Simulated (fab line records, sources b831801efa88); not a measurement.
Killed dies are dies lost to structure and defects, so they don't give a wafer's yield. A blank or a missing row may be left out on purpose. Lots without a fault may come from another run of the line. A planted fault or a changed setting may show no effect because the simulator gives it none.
Which tool did it? | flow gf180mcu | 12 lots, 36 wafers sampled, at 1 step of a route of 602

WHAT THE GAUGES READ, wafer by wafer
GF_V1_THK_MEAS_01.
lot  | measured     | on            | V1_CVD_00_THK (nm)
L075 | day 17 11:17 | film_metro-02 | 600 597 602
L077 | day 18 07:24 | film_metro-03 | 594 592 593
L079 | day 19 05:33 | film_metro-03 | 601 596 601
L081 | day 20 00:16 | film_metro-01 | 582 602 594
L083 | day 20 14:44 | film_metro-01 | 593 596 602
L085 | day 21 10:01 | film_metro-03 | 601 592 591
L087 | day 22 02:07 | film_metro-01 | 594 606 605
L089 | day 22 20:23 | film_metro-01 | 610 604 597
L091 | day 23 08:33 | film_metro-01 | 593 591 599
L093 | day 24 01:23 | film_metro-01 | 599 589 601
L095 | day 24 16:43 | film_metro-02 | 597 603 598
L097 | day 25 07:04 | film_metro-01 | 600 604 602

WHICH TOOL RAN EACH LOT (tool, then ch and the chambers of the sampled wafers, then the start)
The record holds no process step before these readings.

THE ANSWER, worked out from the rows above alone
Rule: what is usual is taken from the lots themselves. Put in order of their means at a reading, lots are off if they are a third of the lots or fewer, leave a main group of 4 or more, and stand apart from it by a gap of 3 or more times the standard deviation of the main group's means; of several such gaps the widest counts. A main group whose means are all the same, to the digits that the tables above print for the reading, isn't used. A lot without any number at a reading at which 4 lots or more have one is off too. The other lots that the step has rows for count as sound.
No lot is off at any reading shown: from this, nothing can be told.

WHAT THE SIMULATOR HAD PUT IN
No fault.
